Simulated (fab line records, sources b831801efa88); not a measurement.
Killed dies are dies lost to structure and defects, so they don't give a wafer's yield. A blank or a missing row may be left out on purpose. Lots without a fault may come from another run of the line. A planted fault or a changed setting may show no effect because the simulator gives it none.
Chamber matching | flow gf180mcu | GF_STI_CMP_25 on cmp-01: 4 sister chambers
The step polishes, stops on Si3N4, t overpolish 33 s, target thk 524.6 nm. 16 wafers are shown with their chamber, then 8 later ones without.

WAFERS WITH THEIR CHAMBER
wafer  | chamber | motor_current_A (A) | time_to_endpoint_s (s) | overpolish_run_s (s)
L474.2 | 2       | 13.5                | 125                    | 33.011
L474.4 | 0       | 12.3                | 133                    | 32.990
L474.6 | 2       | 12.8                | 129                    | 32.996
L476.3 | 2       | 12.9                | 125                    | 32.987
L476.4 | 1       | 12.1                | 123                    | 32.995
L476.6 | 2       | 12.4                | 126                    | 33.011
L481.4 | 3       | 11.2                | 123                    | 33.004
L481.5 | 3       | 11.4                | 122                    | 33.003
L481.6 | 2       | 12.6                | 121                    | 33.008
L482.4 | 3       | 10.9                | 118                    | 33.010
L482.5 | 3       | 11.2                | 119                    | 32.997
L482.6 | 0       | 12.4                | 123                    | 33.007
L486.3 | 0       | 11.9                | 126                    | 33.006
L486.4 | 3       | 11.5                | 121                    | 33.005
L486.5 | 1       | 12.0                | 123                    | 32.994
L490.3 | 1       | 12.8                | 125                    | 32.982

SIGNATURES (means of the wafers above)
reading            | chamber 0 | chamber 1 | chamber 2 | chamber 3 | scatter within a chamber
motor_current_A    | 12.200    | 12.300    | 12.840    | 11.240    | 0.344
time_to_endpoint_s | 127.33    | 123.67    | 125.20    | 120.60    | 2.96
overpolish_run_s   | 33.00100  | 32.99033  | 33.00260  | 33.00380  | 0.00832
Rule: a wafer's distance from a chamber is the root of the sum, over the readings, of the square of ((its reading less the chamber's mean) divided by the reading's scatter). The wafer belongs to the nearest chamber; if the next one is less than 2 further off, it can't be placed. The scatter: the root of (the sum of the squares of (reading less its chamber's mean) over the shown wafers, divided by (wafers less chambers)).

WAFERS WITHOUT THEIR CHAMBER
wafer  | motor_current_A (A) | time_to_endpoint_s (s) | overpolish_run_s (s)
L490.4 | 11.5                | 128                    | 33.003
L490.6 | 12.4                | 130                    | 33.009
L492.3 | 12.7                | 130                    | 33.002
L492.4 | 12.0                | 133                    | 32.990
L492.6 | 12.0                | 130                    | 33.000
L493.1 | 12.3                | 131                    | 33.012
L493.2 | 12.6                | 126                    | 33.014
L493.4 | 13.1                | 127                    | 32.993

WHICH CHAMBER EACH WENT THROUGH
wafer  | from the rows above               | in truth
L490.4 | can't be placed: 0 or 3 or 1 or 2 | 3
L490.6 | can't be placed: 0 or 2 or 1      | 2
L492.3 | can't be placed: 2 or 0 or 1      | 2
L492.4 | can't be placed: 0 or 1 or 2      | 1
L492.6 | can't be placed: 0 or 1 or 2      | 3
L493.1 | can't be placed: 0 or 2 or 1      | 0
L493.2 | can't be placed: 2 or 0 or 1      | 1
L493.4 | can't be placed: 2 or 1 or 0      | 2
Placed correctly: 0 of 8. Can't be placed from these rows: 8 (the true chamber is among the candidates in 7). Placed wrongly: 0.
